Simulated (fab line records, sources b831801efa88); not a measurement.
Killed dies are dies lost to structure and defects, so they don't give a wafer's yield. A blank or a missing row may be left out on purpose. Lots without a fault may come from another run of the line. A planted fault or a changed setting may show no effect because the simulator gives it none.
Chamber matching | flow gf180mcu | GF_STI_CMP_25 on cmp-01: 4 sister chambers
The step polishes, stops on Si3N4, t overpolish 33 s, target thk 524.6 nm. 8 wafers are shown with their chamber, then 10 later ones without.

WAFERS WITH THEIR CHAMBER
wafer  | chamber | motor_current_A (A) | slurry_filter_dp_kPa (kPa)
L298.2 | 1       | 13.1                | 13.72
L302.5 | 2       | 10.7                | 13.47
L303.4 | 1       | 12.2                | 13.37
L304.1 | 2       | 10.6                | 13.11
L304.3 | 0       | 11.3                | 13.64
L304.6 | 3       | 13.9                | 13.54
L308.1 | 0       | 10.8                | 13.50
L308.2 | 3       | 13.5                | 13.48

WAFERS WITHOUT THEIR CHAMBER
wafer  | motor_current_A (A) | slurry_filter_dp_kPa (kPa)
L308.3 | 12.1                | 13.35
L309.1 | 11.6                | 13.59
L309.2 | 12.7                | 13.70
L309.3 | 10.7                | 13.35
L311.2 | 13.9                | 13.55
L311.3 | 10.9                | 13.18
L311.4 | 12.3                | 13.50
L315.3 | 13.4                | 13.33
L315.4 | 10.3                | 13.65
L315.6 | 13.0                | 13.37

WHICH CHAMBER EACH WENT THROUGH
wafer  | from the rows above          | in truth
L308.3 | can't be placed: 1 or 0 or 2 | 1
L309.1 | can't be placed: 0 or 1 or 2 | 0
L309.2 | can't be placed: 1 or 3      | 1
L309.3 | can't be placed: 2 or 0      | 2
L311.2 | 3                            | 3
L311.3 | can't be placed: 2 or 0      | 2
L311.4 | 1                            | 1
L315.3 | can't be placed: 3 or 1      | 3
L315.4 | can't be placed: 0 or 2      | 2
L315.6 | can't be placed: 1 or 3      | 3
Placed correctly: 2 of 10. Can't be placed from these rows: 8 (the true chamber is among the candidates in 8). Placed wrongly: 0.
How it was worked out, from the rows above alone: a wafer's distance from a chamber is the root of the sum, over the readings, of the square of ((its reading less the chamber's mean) divided by the reading's scatter). The wafer belongs to the nearest chamber; if the next one is less than 2 further off, it can't be placed. A chamber's mean is the mean of its shown wafers. The scatter: the root of (the sum of the squares of (reading less its chamber's mean) over the shown wafers, divided by (wafers less chambers)).
